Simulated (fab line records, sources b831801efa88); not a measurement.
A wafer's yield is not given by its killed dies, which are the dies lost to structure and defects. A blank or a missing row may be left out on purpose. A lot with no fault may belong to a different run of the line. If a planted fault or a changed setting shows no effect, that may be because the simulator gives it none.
The same fault as seen by 2 desks / flow sky130 / numbers are kept per desk, each desk with only its own; the story behind them comes last

== FOR THE TOOL OWNER'S DESK: litho_track-01 ==
The tool's own readings at SKY_LDD_P_DEVELOP_06 (develop time 60 s): means of the sampled wafers that have a number, for each lot that ran on this tool. If a lot's mean is further than 4 standard deviations from the usual mean, the lot is out of limits and carries the mark OUT (the distance appears in the brackets).
Columns: A = developer_temp_C at SKY_LDD_P_DEVELOP_06, usual 23.00 C; B = resist_line_temp_C at SKY_LDD_P_DEVELOP_06, usual 23.00 C
lot=L385; first seen here=day 16 07:52; A=23.09; B=22.87
lot=L386; first seen here=day 16 08:10; A=23.07; B=23.07
lot=L394; first seen here=day 19 08:26; A=25.34 (+20) OUT; B=23.02
lot=L395; first seen here=day 19 08:43; A=25.29 (+19) OUT; B=22.86
This desk's finding: out of limits on L394, L395; first on L394, day 19 08:26 (developer_temp_C at SKY_LDD_P_DEVELOP_06). Within limits: L385, L386.

== FROM THE METROLOGY DESK ==
What the gauges read, lot by lot, whatever tool the lot ran on: means of the sampled wafers that have a number. If a lot's mean is further than 4 standard deviations from the usual mean, the lot is out of limits and carries the mark OUT (the distance appears in the brackets).
Columns: A = cd_nm at SKY_LDD_P_CD_MEAS_07, usual 380.6 nm; B = LDD_P_TW at SKY_LDD_P_TW_MEAS_11, usual 634
lot=L385; first seen here=day 16 08:01; A=382.0; B=640
lot=L386; first seen here=day 16 08:19; A=378.1; B=632
lot=L387; first seen here=day 16 19:59; A=376.3; B=639
lot=L388; first seen here=day 17 03:41; A=381.0; B=642
lot=L392; first seen here=day 18 18:25; A=381.8; B=626
lot=L394; first seen here=day 19 08:35; A=373.7; B=635
lot=L395; first seen here=day 19 08:52; A=374.3; B=638
lot=L398; first seen here=day 20 05:05; A=383.1; B=639
lot=L399; first seen here=day 20 12:41; A=380.7; B=634
lot=L405; first seen here=day 30 07:04; A=381.1; B=630
lot=L403; first seen here=day 30 10:04; A=376.7; B=631
lot=L404; first seen here=day 30 10:52; A=378.1; B=631
This desk's finding: nothing out of limits on any of the 12 lots.

== PUT TOGETHER ==
On L394, L395, at day 19 08:26, an alarm was possible from the tool owner's desk.
Nothing out of limits was seen by the metrology desk.
The metrology desk holds a record of L394, L395, inside its limits.
On litho_track-01, each named lot ran SKY_LDD_P_DEVELOP_06.

== WHAT THE SIMULATOR HAD INSERTED ==
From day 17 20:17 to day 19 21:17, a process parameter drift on litho_track-01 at SKY_LDD_P_DEVELOP_06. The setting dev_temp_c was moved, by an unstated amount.
Struck lots among those shown: L394, L395.
How many hours passed from the start of the fault until each desk's first out-of-limits reading: the tool owner's desk, 36.
